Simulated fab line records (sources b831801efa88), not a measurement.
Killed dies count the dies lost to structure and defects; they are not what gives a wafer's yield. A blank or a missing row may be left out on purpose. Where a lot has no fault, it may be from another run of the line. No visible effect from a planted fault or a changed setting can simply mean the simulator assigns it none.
fab line records ; flow sky130
record lots=13; wafers=39; lastDay=50
route steps=708 shown POLY_CUT@315 SD_P@330 LI_CONTACT@365 PAD_OPEN@708
lots that met no fault: from a run of the same line without faults
startH: the number of hours between the record's first day and the start of the first shown wafer of the lot ; waitH: hours elapsed since this lot's preceding step ; " repeats the value in the row above ; L1.1+2: a single row standing in for several wafers ; - no value, or no start given ; * or withheld: withheld ; < > ~ a bound
route shown NAME@n: NAME is a module with steps in the file, n the number in the route of the first one ; usual: the fault-free wafers' mean and standard deviation ; same: alike in all rows ; chamber/n: place in a boat ; sites: each site's reading ; _std_site: the standard deviation of these ; _edge_site: the outer-site mean with the inner-site mean subtracted ; radiusMm: how far each site lies from the wafer's centre ; mask NAME#n: copy n ; behind: tool/chamber where the wafer was last shaped ; hold: what put the lot on hold/how long, in hours/how the hold closed ; device: names the non-switching transistor (n, p or np) ; end of line: the tests these same wafers got at the end of their route ; a step without rows: its recipe alone ; killed: at the first sort, the dies lost to defects and structure; wafer yield is something else ; map: dies across one wafer; x = killed, . = not, _ = none there
set.NAME: the setting the step ran with; set.NAME@STEP: the setting that earlier step ran with ; model.NAME: the simulator's own value behind a step, which no gauge read
steps of the route over a sample of lots; a table a step, a row a wafer
services: when a tool's chamber went out of use (startH, in hours from the record's first day, below 0 if earlier), for how many hours, and the reason
## steps
# step SKY_POLY_CUT_CD_MEAS_08
# recipe targetCdNm=270
# usual cdNm=269.5/1.3
lot.wafer;tool;chamber;startH;waitH;cdNm
L420.3;cdSem-01;-;569.01;-;268.7
L420.4;cdSem-01;-;569.01;-;268.8
L420.6;cdSem-01;-;569.01;-;268.1
L422.2;cdSem-02;-;591.89;-;270.1
L422.4;cdSem-02;-;591.89;-;270.0
L422.6;cdSem-02;-;591.89;-;269.9
L424.1;cdSem-02;-;611.64;-;269.8
L424.2;cdSem-02;-;611.64;-;270.0
L424.4;cdSem-02;-;611.64;-;270.7
L427.1;cdSem-02;-;647.10;-;267.7
L427.3;cdSem-02;-;647.10;-;269.9
L427.4;cdSem-02;-;647.10;-;269.1
L428.1;cdSem-02;-;668.47;-;269.6
L428.2;cdSem-02;-;668.47;-;269.3
L428.6;cdSem-02;-;668.47;-;269.2
L429.1;cdSem-01;-;669.84;-;269.4
L429.3;cdSem-01;-;669.84;-;271.1
L429.4;cdSem-01;-;669.84;-;271.1
L434.3;cdSem-01;-;688.43;-;271.3
L434.5;cdSem-01;-;688.43;-;271.7
L434.6;cdSem-01;-;688.43;-;271.1
L436.1;cdSem-02;-;705.97;-;270.4
L436.4;cdSem-02;-;705.97;-;268.6
L436.5;cdSem-02;-;705.97;-;270.0
L435.2;cdSem-01;-;707.29;-;271.4
L435.3;cdSem-01;-;707.29;-;271.4
L435.5;cdSem-01;-;707.29;-;271.2
L437.4;cdSem-01;-;711.90;-;267.1
L437.5;cdSem-01;-;711.90;-;266.3
L437.6;cdSem-01;-;711.90;-;267.8
L438.1;cdSem-02;-;718.75;-;271.9
L438.2;cdSem-02;-;718.75;-;270.3
L438.5;cdSem-02;-;718.75;-;269.2
L439.1;cdSem-01;-;725.02;-;268.3
L439.4;cdSem-01;-;725.02;-;268.5
L439.6;cdSem-01;-;725.02;-;268.1
L441.1;cdSem-01;-;740.84;-;270.0
L441.2;cdSem-01;-;740.84;-;268.2
L441.3;cdSem-01;-;740.84;-;269.1
# step SKY_SD_P_STRIP_10
# recipe chemistry=O2/N2; powerW=1400; pressureMtorr=1500; platenTempC=withheld; o2FlowSccm=3000; n2FlowSccm=300; overashFraction=0.5
# usual drypumpMotorCurrentA=5.70/0.3; oesProductAu=0.617/0.0048; stripTimeToEndpointS=17.50/0.037
lot.wafer;tool;chamber;startH;waitH;drypumpMotorCurrentA;oesProductAu;rfHoursCounterH;stripTimeToEndpointS
L420.3;plasmaAsher-04;0;599.20;0.1;6.20;0.611;-;17.46
L420.4;plasmaAsher-04;1;599.20;0.1;5.78;0.625;-;17.48
L420.6;plasmaAsher-04;1;599.20;0.1;5.77;0.623;-;17.52
L422.2;plasmaAsher-02;0;620.87;0.1;5.73;0.613;83;17.48
L422.4;plasmaAsher-02;1;620.87;0.1;5.48;0.612;-;17.44
L422.6;plasmaAsher-02;0;620.87;0.1;5.71;0.611;-;17.43
L424.1;plasmaAsher-02;0;640.94;0.1;5.72;0.615;85;17.53
L424.2;plasmaAsher-02;1;640.94;0.1;5.46;0.620;85;17.57
L424.4;plasmaAsher-02;1;640.94;0.1;5.48;0.629;-;17.58
L427.1;plasmaAsher-02;0;676.24;0.1;5.73;0.615;89;17.54
L427.3;plasmaAsher-02;0;676.24;0.1;5.73;0.623;-;17.49
L427.4;plasmaAsher-02;1;676.24;0.1;5.48;0.617;-;17.49
L428.1;plasmaAsher-04;1;697.02;0.1;5.78;0.633;100;17.51
L428.2;plasmaAsher-04;0;697.02;0.1;6.17;0.609;100;17.52
L428.6;plasmaAsher-04;0;697.02;0.1;6.19;0.619;-;17.50
L429.1;plasmaAsher-02;1;697.96;0.1;5.48;0.619;91;17.57
L429.3;plasmaAsher-02;1;697.96;0.1;5.47;0.617;-;17.60
L429.4;plasmaAsher-02;0;697.96;0.1;5.73;0.611;-;17.53
L434.3;plasmaAsher-02;0;716.31;0.1;5.72;0.621;-;17.53
L434.5;plasmaAsher-02;0;716.31;0.1;5.72;0.616;-;17.49
L434.6;plasmaAsher-02;1;716.31;0.1;5.48;0.622;-;17.51
L436.1;plasmaAsher-03;1;734.06;0.1;5.16;0.612;26;17.54
L436.4;plasmaAsher-03;1;734.06;0.1;5.17;0.619;-;17.52
L436.5;plasmaAsher-03;0;734.06;0.1;5.64;0.629;-;17.55
L435.2;plasmaAsher-03;0;734.99;0.1;5.62;0.621;27;17.51
L435.3;plasmaAsher-03;0;734.99;0.1;5.63;0.624;-;17.50
L435.5;plasmaAsher-03;1;734.99;0.1;5.15;0.616;-;17.43
L437.4;plasmaAsher-03;0;739.46;0.1;5.65;0.620;-;17.48
L437.5;plasmaAsher-03;0;739.46;0.1;5.65;0.617;-;17.45
L437.6;plasmaAsher-03;1;739.46;0.1;5.14;0.622;-;17.42
L438.1;plasmaAsher-04;1;747.06;0.1;5.76;0.622;0;17.51
L438.2;plasmaAsher-04;0;747.06;0.1;6.19;0.613;0;17.51
L438.5;plasmaAsher-04;1;747.06;0.1;5.76;0.612;-;17.51
L439.1;plasmaAsher-02;0;751.84;0.1;5.72;0.613;98;17.49
L439.4;plasmaAsher-02;0;751.84;0.1;5.72;0.612;-;17.52
L439.6;plasmaAsher-02;0;751.84;0.1;5.70;0.619;-;17.50
L441.1;plasmaAsher-03;1;768.16;0.1;5.14;0.615;30;17.47
L441.2;plasmaAsher-03;0;768.16;0.1;5.65;0.615;30;17.53
L441.3;plasmaAsher-03;1;768.16;0.1;5.13;0.617;-;17.46
# step SKY_LI_CONTACT_BOW_MEAS_03
# recipe mode=bow
# usual LI_CONTACT_BOW=56/6.6
lot.wafer;tool;chamber;startH;waitH;LI_CONTACT_BOW[um]
L420.3;filmMetro-02;-;658.46;0.1;62
L420.4;filmMetro-02;-;658.46;0.1;45
L420.6;filmMetro-02;-;658.46;0.1;47
L422.2;filmMetro-02;-;679.49;0.2;54
L422.4;filmMetro-02;-;679.49;0.2;57
L422.6;filmMetro-02;-;679.49;0.2;65
L424.1;filmMetro-02;-;708.17;0.1;54
L424.2;filmMetro-02;-;708.17;0.1;60
L424.4;filmMetro-02;-;708.17;0.1;57
L427.1;filmMetro-02;-;732.92;0.2;65
L427.3;filmMetro-02;-;732.92;0.2;49
L427.4;filmMetro-02;-;732.92;0.2;41
L428.1;filmMetro-02;-;752.61;0.1;72
L428.2;filmMetro-02;-;752.61;0.1;51
L428.6;filmMetro-02;-;752.61;0.1;56
L429.1;filmMetro-03;-;753.86;0.1;67
L429.3;filmMetro-03;-;753.86;0.1;51
L429.4;filmMetro-03;-;753.86;0.1;56
L434.3;filmMetro-03;-;770.95;0.2;44
L434.5;filmMetro-03;-;770.95;0.2;47
L434.6;filmMetro-03;-;770.95;0.2;62
L436.1;filmMetro-04;-;788.62;0.1;65
L436.4;filmMetro-04;-;788.62;0.1;55
L436.5;filmMetro-04;-;788.62;0.1;61
L435.2;filmMetro-03;-;789.84;0.2;39
L435.3;filmMetro-03;-;789.84;0.2;61
L435.5;filmMetro-03;-;789.84;0.2;51
L437.4;filmMetro-02;-;794.62;0.3;52
L437.5;filmMetro-02;-;794.62;0.3;57
L437.6;filmMetro-02;-;794.62;0.3;72
L438.1;filmMetro-02;-;800.85;0.1;61
L438.2;filmMetro-02;-;800.85;0.1;59
L438.5;filmMetro-02;-;800.85;0.1;49
L439.1;filmMetro-04;-;806.21;0.1;55
L439.4;filmMetro-04;-;806.21;0.1;55
L439.6;filmMetro-04;-;806.21;0.1;53
L441.1;filmMetro-02;-;823.75;0.2;55
L441.2;filmMetro-02;-;823.75;0.2;61
L441.3;filmMetro-02;-;823.75;0.2;48
# step SKY_LI_CONTACT_SPUTTER_20
# recipe material=TiN; targetThkNm=20; chamberPressurePa=5; powerW=4000; timeS=80
# usual cathodeDcPowerW=4000.1/0.71; chamberPressurePa=4.999/0.0092; throttleValvePct=30.7/0.6
lot.wafer;tool;chamber;startH;waitH;cathodeDcPowerW;chamberPressurePa;throttleValvePct
L420.3;pvdSputter-01;-;687.06;0.0;4000.9;4.997;30.3
L420.4;pvdSputter-01;-;687.06;0.0;3999.9;4.983;30.0
L420.6;pvdSputter-01;-;687.06;0.0;4000.6;5.007;29.9
L422.2;pvdSputter-01;-;707.66;0.0;4000.2;5.010;30.2
L422.4;pvdSputter-01;-;707.66;0.0;3999.7;4.974;31.2
L422.6;pvdSputter-01;-;707.66;0.0;4000.9;4.992;30.4
L424.1;pvdSputter-02;-;736.12;0.0;4001.0;5.006;31.1
L424.2;pvdSputter-02;-;736.12;0.0;4000.1;5.015;30.9
L424.4;pvdSputter-02;-;736.12;0.0;4001.4;4.982;31.6
L427.1;pvdSputter-01;-;760.39;0.0;-;-;-
L427.3;pvdSputter-01;-;760.39;0.0;-;-;-
L427.4;pvdSputter-01;-;760.39;0.0;-;-;-
L428.1;pvdSputter-01;-;779.71;0.0;-;-;-
L428.2;pvdSputter-01;-;779.71;0.0;-;-;-
L428.6;pvdSputter-01;-;779.71;0.0;-;-;-
L429.1;pvdSputter-02;-;781.16;0.0;-;-;-
L429.3;pvdSputter-02;-;781.16;0.0;-;-;-
L429.4;pvdSputter-02;-;781.16;0.0;-;-;-
L434.3;pvdSputter-01;-;798.54;0.0;3999.5;5.006;31.1
L434.5;pvdSputter-01;-;798.54;0.0;4000.6;5.006;30.2
L434.6;pvdSputter-01;-;798.54;0.0;3998.5;4.996;29.8
L436.1;pvdSputter-01;-;815.97;0.0;4000.3;5.006;31.3
L436.4;pvdSputter-01;-;815.97;0.0;4001.0;5.012;30.0
L436.5;pvdSputter-01;-;815.97;0.0;4000.6;4.991;29.7
L435.2;pvdSputter-01;-;817.24;0.0;4000.6;5.010;29.9
L435.3;pvdSputter-01;-;817.24;0.0;3999.8;4.992;31.2
L435.5;pvdSputter-01;-;817.24;0.0;4000.2;5.015;30.3
L437.4;pvdSputter-01;-;822.07;0.0;3998.7;4.996;29.9
L437.5;pvdSputter-01;-;822.07;0.0;4000.2;4.994;29.9
L437.6;pvdSputter-01;-;822.07;0.0;3999.8;4.995;30.1
L438.1;pvdSputter-01;-;828.70;0.0;4001.0;5.003;31.6
L438.2;pvdSputter-01;-;828.70;0.0;3999.6;4.979;30.4
L438.5;pvdSputter-01;-;828.70;0.0;4000.8;4.998;30.4
L439.1;pvdSputter-02;-;833.44;0.0;4000.7;5.011;31.2
L439.4;pvdSputter-02;-;833.44;0.0;4000.4;4.978;30.9
L439.6;pvdSputter-02;-;833.44;0.0;3998.7;5.014;31.3
L441.1;pvdSputter-04;-;849.89;0.0;4000.0;4.998;30.8
L441.2;pvdSputter-04;-;849.89;0.0;4000.0;5.006;30.5
L441.3;pvdSputter-04;-;849.89;0.0;3999.6;5.015;31.9
# step SKY_PAD_OPEN_PROBE_99
# usual killed_at_M0_to_M3=42/7.1; killed_at_M4_up=3.0/1.7; killedAtContacts=25/5; killedAtFrontEnd=16/4.4; killedAtOther=0.5/1.4; killedDies=87/9.2; killedOnRim=18/4.3; killedOpen=47/6.2; killedShort=39/6.6
# same grossDies=492; killedAtBackSide=0
lot.wafer;tool;chamber;startH;waitH;killed_at_M0_to_M3;killed_at_M4_up;killedAtContacts;killedAtFrontEnd;killedAtOther;killedDies;killedOnRim;killedOpen;killedShort
L422.2;prober-01;-;1097.88;0.1;39;2;25;12;1;79;17;47;32
L422.4;prober-01;-;1097.98;0.2;41;6;31;9;1;88;9;50;38
L422.6;prober-01;-;1098.08;0.2;38;4;22;13;0;77;19;40;37
L424.1;prober-02;-;1117.39;0.1;40;2;23;23;1;89;15;55;33
L424.2;prober-02;-;1117.44;0.1;34;4;22;24;6;90;22;53;30
L424.4;prober-02;-;1117.54;0.2;37;5;25;29;1;97;19;41;51
L427.1;prober-02;-;1136.30;0.1;51;1;428;9;3;492;96;49;37
L427.3;prober-02;-;1136.40;0.2;60;1;416;14;1;492;96;62;39
L427.4;prober-02;-;1136.45;0.2;51;1;425;15;0;492;96;50;46
L428.1;prober-01;-;1150.61;0.1;54;3;417;17;1;492;96;55;41
L428.2;prober-01;-;1150.66;0.1;47;4;429;12;0;492;96;44;45
L428.6;prober-01;-;1150.86;0.2;61;3;418;10;0;492;96;45;46
L429.1;prober-02;-;1152.57;0.1;39;2;438;13;0;492;96;43;40
L429.3;prober-02;-;1152.67;0.2;55;4;416;16;1;492;96;53;46
L429.4;prober-02;-;1152.72;0.2;37;2;437;16;0;492;96;43;37
L439.1;prober-01;-;1186.65;0.1;39;1;21;15;0;76;20;37;39
L439.4;prober-01;-;1186.80;0.2;33;2;29;15;1;80;12;52;28
L439.6;prober-01;-;1186.90;0.2;38;1;23;18;0;80;19;43;37
# killed by level:class
L422.2 VIA1:geometricParticle:open=11 CONTACT:geometricParticle:open=10 LI_CONTACT:geometricParticle:open=9 VIA1:geometricParticle:short=7 FIELD_ISO:geometricParticle:open=4 VIA2:geometricParticle:open=4 METAL2:geometricParticle:short=4 VIA3:geometricParticle:open=4
L422.4 CONTACT:geometricParticle:open=14 VIA1:geometricParticle:open=10 VIA2:geometricParticle:open=8 VIA3:geometricParticle:open=7 LI_CONTACT:geometricParticle:open=6 FIELD_ISO:geometricParticle:short=4 LOCAL_INTERCONNECT:geometricParticle:short=4 CONTACT:geometricParticle:short=4
L422.6 VIA1:geometricParticle:open=11 CONTACT:geometricParticle:open=7 LI_CONTACT:geometricParticle:open=7 METAL1:geometricParticle:short=5 VIA1:geometricParticle:short=5 METAL2:geometricParticle:short=5 POLY_GATE:geometricParticle:short=4 SPACER:geometricParticle:short=3
L424.1 VIA1:geometricParticle:open=11 VIA2:geometricParticle:open=11 CONTACT:geometricParticle:open=10 FIELD_ISO:geometricParticle:open=6 FIELD_ISO:geometricParticle:short=5 LI_CONTACT:geometricParticle:open=4 LI_CONTACT:geometricParticle:short=3 METAL1:geometricParticle:short=3
L424.2 CONTACT:geometricParticle:open=10 VIA2:geometricParticle:open=9 FIELD_ISO:geometricParticle:open=7 VIA1:geometricParticle:open=7 POLY_GATE:geometricParticle:open=6 LOCAL_INTERCONNECT:geometricParticle:short=5 CAP2M:areaEtch=5 POLY_GATE:geometricParticle:short=4
L424.4 FIELD_ISO:geometricParticle:short=7 LI_CONTACT:geometricParticle:open=7 CONTACT:geometricParticle:open=7 CONTACT:geometricParticle:short=7 VIA1:geometricParticle:open=7 METAL2:geometricParticle:short=6 FIELD_ISO:geometricParticle:open=5 POLY_GATE:geometricParticle:open=4
L427.1 LI_CONTACT:areaSputter=404 CONTACT:geometricParticle:open=13 METAL1:geometricParticle:short=10 VIA1:geometricParticle:open=10 VIA2:geometricParticle:open=7 VIA3:geometricParticle:open=7 LI_CONTACT:geometricParticle:open=4 VIA2:geometricParticle:short=4
L427.3 LI_CONTACT:areaSputter=389 CONTACT:geometricParticle:open=12 VIA1:geometricParticle:open=12 VIA3:geometricParticle:open=11 VIA2:geometricParticle:open=10 POLY_GATE:geometricParticle:short=5 LI_CONTACT:geometricParticle:open=5 METAL1:geometricParticle:short=5
L427.4 LI_CONTACT:areaSputter=396 CONTACT:geometricParticle:open=14 METAL1:geometricParticle:short=9 LI_CONTACT:geometricParticle:open=8 METAL2:geometricParticle:short=8 VIA3:geometricParticle:open=7 VIA2:geometricParticle:open=6 FIELD_ISO:geometricParticle:short=5
L428.1 LI_CONTACT:areaSputter=396 VIA1:geometricParticle:open=15 CONTACT:geometricParticle:open=9 METAL2:geometricParticle:short=9 METAL3:geometricParticle:short=6 METAL1:geometricParticle:short=5 LI_CONTACT:geometricParticle:open=5 VIA1:geometricParticle:short=5
L428.2 LI_CONTACT:areaSputter=403 VIA1:geometricParticle:open=14 LI_CONTACT:geometricParticle:open=8 VIA2:geometricParticle:short=8 LOCAL_INTERCONNECT:geometricParticle:short=5 CONTACT:geometricParticle:open=5 VIA3:geometricParticle:open=5 CONTACT:geometricParticle:short=5
L428.6 LI_CONTACT:areaSputter=401 VIA1:geometricParticle:open=18 METAL2:geometricParticle:short=13 VIA3:geometricParticle:open=9 CONTACT:geometricParticle:short=7 CONTACT:geometricParticle:open=5 VIA2:geometricParticle:short=5 FIELD_ISO:geometricParticle:open=4
L429.1 LI_CONTACT:areaSputter=409 CONTACT:geometricParticle:open=10 LI_CONTACT:geometricParticle:open=9 VIA1:geometricParticle:open=6 METAL2:geometricParticle:short=5 VIA2:geometricParticle:short=5 VIA2:geometricParticle:open=5 METAL3:geometricParticle:short=5
L429.3 LI_CONTACT:areaSputter=393 VIA1:geometricParticle:open=10 CONTACT:geometricParticle:open=8 VIA2:geometricParticle:open=7 FIELD_ISO:geometricParticle:short=6 METAL1:geometricParticle:short=6 VIA3:geometricParticle:short=6 LI_CONTACT:geometricParticle:open=5
L429.4 LI_CONTACT:areaSputter=412 CONTACT:geometricParticle:open=13 VIA1:geometricParticle:open=6 METAL3:geometricParticle:short=6 POLY_GATE:geometricParticle:short=5 LI_CONTACT:geometricParticle:open=5 VIA3:geometricParticle:open=5 VIA1:geometricParticle:short=4
L439.1 VIA1:geometricParticle:open=10 METAL1:geometricParticle:short=9 LI_CONTACT:geometricParticle:short=7 CONTACT:geometricParticle:open=6 VIA1:geometricParticle:short=6 LI_CONTACT:geometricParticle:open=4 POLY_GATE:geometricParticle:short=4 VIA2:geometricParticle:open=4
L439.4 VIA1:geometricParticle:open=12 LI_CONTACT:geometricParticle:open=9 CONTACT:geometricParticle:open=7 LOCAL_INTERCONNECT:geometricParticle:short=7 FIELD_ISO:geometricParticle:open=5 METAL1:geometricParticle:open=5 VIA3:geometricParticle:open=5 FIELD_ISO:geometricParticle:short=3
L439.6 LI_CONTACT:geometricParticle:open=12 VIA1:geometricParticle:open=11 FIELD_ISO:geometricParticle:open=6 VIA1:geometricParticle:short=6 METAL2:geometricParticle:short=5 VIA2:geometricParticle:short=5 CONTACT:geometricParticle:short=4 VIA3:geometricParticle:open=4
## services
tool;chamber;startH;hours;kind
pvdSputter-01;-;600.61;64.8;repair
pvdSputter-02;-;648.56;3.0;repair
plasmaAsher-04;-;655.71;1.0;repair
plasmaAsher-03;-;656.28;3.9;repair
plasmaAsher-03;-;664.84;1.9;repair
plasmaAsher-02;-;680.47;2.7;repair
plasmaAsher-03;-;693.33;40.2;pm
pvdSputter-02;1;695.43;-;consumableReplace:kit
pvdSputter-02;1;695.43;18.0;scheduledDown
pvdSputter-02;1;695.43;18.0;ventCycle
pvdSputter-01;-;721.69;7.6;repair
plasmaAsher-04;-;733.75;9.0;pm
plasmaAsher-04;0;733.75;9.0;ventCycle
plasmaAsher-04;1;733.75;9.0;ventCycle
pvdSputter-02;-;738.12;12.3;repair
plasmaAsher-04;0;742.75;-;clean
plasmaAsher-04;1;742.75;-;clean
plasmaAsher-02;-;805.75;3.1;repair
plasmaAsher-04;-;809.69;4.1;repair
plasmaAsher-04;-;815.51;2.8;pm
pvdSputter-01;3;832.59;-;consumableReplace:kit
pvdSputter-01;3;832.59;18.0;scheduledDown
pvdSputter-01;3;832.59;18.0;ventCycle
## key
firstSign step=SKY_LI_CONTACT_SPUTTER_20; reading=toolRecord; direction=missing
effect step=SKY_PAD_OPEN_PROBE_99; reading=killedAtContacts; direction=up; sigmas=80; usual=25; struck=425
moreKillsBornAt SKY_LI_CONTACT_SPUTTER_20@pvdSputter-01=2385; SKY_LI_CONTACT_SPUTTER_20@pvdSputter-02=1209
metAt SKY_LI_CONTACT_SPUTTER_20
struckLots L427,L428,L429
laterRowsLeftOut L427.1,L427.3,L427.4,L428.1,L428.2,L428.6,L429.1,L429.3,L429.4
testerLeftOut L427,L428,L429
notActingAt SKY_POLY_CUT_CD_MEAS_08,SKY_SD_P_STRIP_10,SKY_LI_CONTACT_BOW_MEAS_03
onsetBetween 736.12 760.39
fault kind=skippedStepWhole; tool=pvdSputter-01,pvdSputter-02; chamber=-; onsetH=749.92; steps=SKY_LI_CONTACT_SPUTTER_20; scope=struckLotsOnly
# testerLeftOut: of these lots the tester's yield and bins aren't shown, on N5 and GAA mostly nor the transistor test; their killed dies are dies lost to structure and defects alone, not to doping, threshold or leakage, so they don't give the yield
# laterRowsLeftOut: the simulator's readings of these wafers behind a module that went badly wrong aren't trusted and aren't shown, but for the sort
